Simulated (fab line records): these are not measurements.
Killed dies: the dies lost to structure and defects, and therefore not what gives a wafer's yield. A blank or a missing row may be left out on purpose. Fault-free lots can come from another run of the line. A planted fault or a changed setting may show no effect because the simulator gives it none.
What tool caused it? -- flow gf180mcu -- 38 wafers from 14 lots sampled at 5 of the route's 602 steps

== WHAT THE GAUGES READ, wafer by wafer ==
GF_STI_THK_MEAS_24.
lot,measured,on,STI_CVD_23_THK (nm)
L349,day 2 03:13,film-metro-02,654 652 656
L350,day 2 10:47,film-metro-04,654 647 647
L351,day 2 15:20,film-metro-02,654 649 653
L352,day 2 18:47,film-metro-01,646 651 642
L353,day 2 23:46,film-metro-01,653 654 651
L356,day 3 16:13,film-metro-02,651 653 656
L357,day 3 19:47,film-metro-02,641 643 645
L358,day 4 02:32,film-metro-04,648 638 642
L359,day 4 07:10,film-metro-02,659 656 649
L361,day 4 18:05,film-metro-04,651 649 655
L363,day 5 02:59,film-metro-04,644
L368,day 6 08:41,film-metro-04,646 644
L370,day 6 15:37,film-metro-04,644 654
L372,day 7 05:10,film-metro-02,654 650 652

GF_VT_IMPLANT_TW_MEAS_21.
lot,measured,on,VT_IMPLANT_2_TW
L349,day 6 03:56,film-metro-03,1216 1217 1219
L350,day 6 16:49,film-metro-04,1206 1200 1201
L351,day 6 19:50,film-metro-04,1202 1199 1199
L352,day 7 04:25,film-metro-03,1207 1205 1211
L353,day 7 08:29,film-metro-03,1220 1206 1216
L356,day 8 03:32,film-metro-03,1223 1213 1213
L357,day 8 06:51,film-metro-01,1218 1220 1218
L358,day 8 15:31,film-metro-04,1210 1212 1223
L359,day 8 21:23,film-metro-04,1219 1217 1213
L361,day 9 11:50,film-metro-04,1213 1215 1211
L363,day 9 21:14,film-metro-04,1212
L368,day 11 10:40,film-metro-04,1220 1214
L370,day 11 19:37,film-metro-01,1216 1213
L372,day 12 10:55,film-metro-01,1220 1219 1220

GF_VT_IMPLANT_RS_MEAS_49: a four-point-probe measurement.
lot,measured,on,MVPSD_RS (ohm/sq)
L349,day 7 10:58,film-metro-02,1168.2 1173.4 1168.8
L350,day 8 01:00,film-metro-02,1171.1 1167.7 1168.8
L351,day 8 05:04,film-metro-03,1169.4 1168.5 1170.6
L352,day 8 13:11,film-metro-03,1169.6 1168.3 1166.3
L353,day 8 17:22,film-metro-01,1172.8 1171.4 1173.0
L356,day 9 14:31,film-metro-01,1169.1 1171.7 1168.4
L357,day 9 17:09,film-metro-02,1171.2 1172.1 1171.0
L358,day 10 01:55,film-metro-01,1162.8 1164.5 1169.1
L359,day 10 08:09,film-metro-02,1168.3 1169.4 1168.4
L361,day 10 23:39,film-metro-03,1170.7 1172.0 1170.9
L363,day 11 09:38,film-metro-02,1223.3 1222.5
L368,day 13 02:46,film-metro-03,1166.7 1222.1 1168.7 1221.8
L370,day 13 11:35,film-metro-01,1170.8 1223.4 1169.8 1227.0
L372,day 14 03:56,film-metro-03,1173.5 1175.1 1173.5

== EACH LOT AND THE TOOL THAT RAN IT (in order: tool; ch and the chambers of the sampled wafers; start) ==
lot,GF_MVSD_STRIP_10,GF_MVPSD_IMPLANT_09
L349,"plasma-asher-03 ch 0,1, day 4 08:49","implanter-02 ch 0, day 4 22:20"
L350,"plasma-asher-03 ch 0,1, day 4 20:06","implanter-02 ch 0, day 5 10:45"
L351,"plasma-asher-04 ch 0,1, day 4 22:46","implanter-04 ch 0, day 5 13:38"
L352,"plasma-asher-03 ch 0,1, day 5 07:52","implanter-01 ch 0, day 5 22:25"
L353,"plasma-asher-01 ch 0,1, day 5 10:16","implanter-04 ch 0, day 6 01:17"
L356,"plasma-asher-01 ch 0,1, day 6 03:43","implanter-02 ch 0, day 6 18:33"
L357,"plasma-asher-03 ch 0,1, day 6 07:27","implanter-01 ch 0, day 6 22:38"
L358,"plasma-asher-04 ch 0,1, day 6 16:28","implanter-04 ch 0, day 7 07:32"
L359,"plasma-asher-03 ch 0,1, day 6 20:01","implanter-04 ch 0, day 7 11:46"
L361,"plasma-asher-03 ch 0,1, day 7 10:09","implanter-02 ch 0, day 8 02:24"
L363,"plasma-asher-04 ch 0, day 7 17:56","implanter-02 ch 0, day 8 10:26"
L368,"plasma-asher-04 ch 0,1, day 9 03:35","implanter-02 ch 0, day 9 21:47"
L370,"plasma-asher-04 ch 0, day 9 12:50","implanter-02 ch 0, day 10 06:28"
L372,"plasma-asher-04 ch 0,1, day 10 02:50","implanter-01 ch 0, day 10 20:40"
- GF_MVSD_STRIP_10: strips in O2/N2.
- GF_MVPSD_IMPLANT_09

== WHAT THE TOOLS THEMSELVES READ (means of the sampled wafers that have a number; where no wafer has one, the mark that the record gives instead) ==
GF_MVSD_STRIP_10.
lot,tool,drypump-motor-current-A (A),heater-power-w (W),oes-product-au (a.u.),strip-time-to-endpoint-s (s)
L349,plasma-asher-03,5.0,365,0.722,36.85
L350,plasma-asher-03,5.0,350,0.724,36.90
L351,plasma-asher-04,5.9,311,0.717,37.08
L352,plasma-asher-03,5.0,352,0.723,37.07
L353,plasma-asher-01,5.7,330,0.725,36.96
L356,plasma-asher-01,5.7,392,0.727,36.94
L357,plasma-asher-03,5.0,369,0.720,36.98
L358,plasma-asher-04,6.0,316,0.719,36.96
L359,plasma-asher-03,5.0,344,0.720,36.89
L361,plasma-asher-03,5.0,349,0.720,36.94
L363,plasma-asher-04,6.5,303,0.721,36.82
L368,plasma-asher-04,5.7,310,0.720,37.00
L370,plasma-asher-04,6.5,310,0.725,36.94
L372,plasma-asher-04,5.4,318,0.726,36.94

GF_MVPSD_IMPLANT_09.
lot,tool,beam-on-s (s),faraday-current-uA
L349,implanter-02,9.90,28.4
L350,implanter-02,9.91,28.5
L351,implanter-04,10.00,28.2
L352,implanter-01,9.82,28.8
L353,implanter-04,9.81,28.6
L356,implanter-02,10.07,28.1
L357,implanter-01,9.84,28.6
L358,implanter-04,10.05,28.1
L359,implanter-04,9.91,28.4
L361,implanter-02,10.04,28.2
L363,implanter-02,7.63,36.9
L368,implanter-02,8.85,32.3
L370,implanter-02,8.86,32.7
L372,implanter-01,10.13,27.8

== THE ANSWER, worked out from the rows above alone ==
Rule: what is usual is taken from the lots themselves. The widest of any qualifying gaps counts: lots, ordered by their means at a reading, are off when they make up no more than a third of the lots, leave a main group of 4 or more, and stand apart from it by 3 or more times the standard deviation of that group's means. A main group whose means are all the same, to the digits that the tables above print for the reading, isn't used. Also off: a lot with no number at a reading for which 4 or more lots have one. Where the step has rows for the other lots, those lots are counted as sound. First the gauges in route order, then the tools' own readings, where a lot's mean is used as printed above. The first step at which some lot is off is used, and at that step the reading that is off furthest; a lot without a number counts as furthest.
Off: L363, L368, L370, seen at GF_VT_IMPLANT_RS_MEAS_49 (MVPSD_RS). Main group: mean 1170.0 ohm/sq, sd 2.2.
A tool fits if, at a process step before that reading, it ran every lot that is off, and no sound lot after the first of them. Not tried: the gauges at GF_VT_IMPLANT_RS_MEAS_49; whatever is off there is also off at GF_MVPSD_IMPLANT_09, on other tools, and gauge error can't account for it. One candidate fits, namely implanter-02 at GF_MVPSD_IMPLANT_09. A fault onset in the window from L361 (day 8 02:24, its last sound lot) to L363 (day 8 10:26, its first lot off) fits.
The tool's own readings at GF_MVPSD_IMPLANT_09 bear it out: on the lots that are off they differ by more than 5 times the standard deviation of the sound lots' means. beam-on-s reads 8.45 s there against 9.95 s on the sound lots; faraday-current-uA reads 34.0 there against 28.3 on the sound lots.

== WHAT THE SIMULATOR HAD PUT IN ==
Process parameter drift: implanter-02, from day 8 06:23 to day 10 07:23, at GF_MVPSD_IMPLANT_09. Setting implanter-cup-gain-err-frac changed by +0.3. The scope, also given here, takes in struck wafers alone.
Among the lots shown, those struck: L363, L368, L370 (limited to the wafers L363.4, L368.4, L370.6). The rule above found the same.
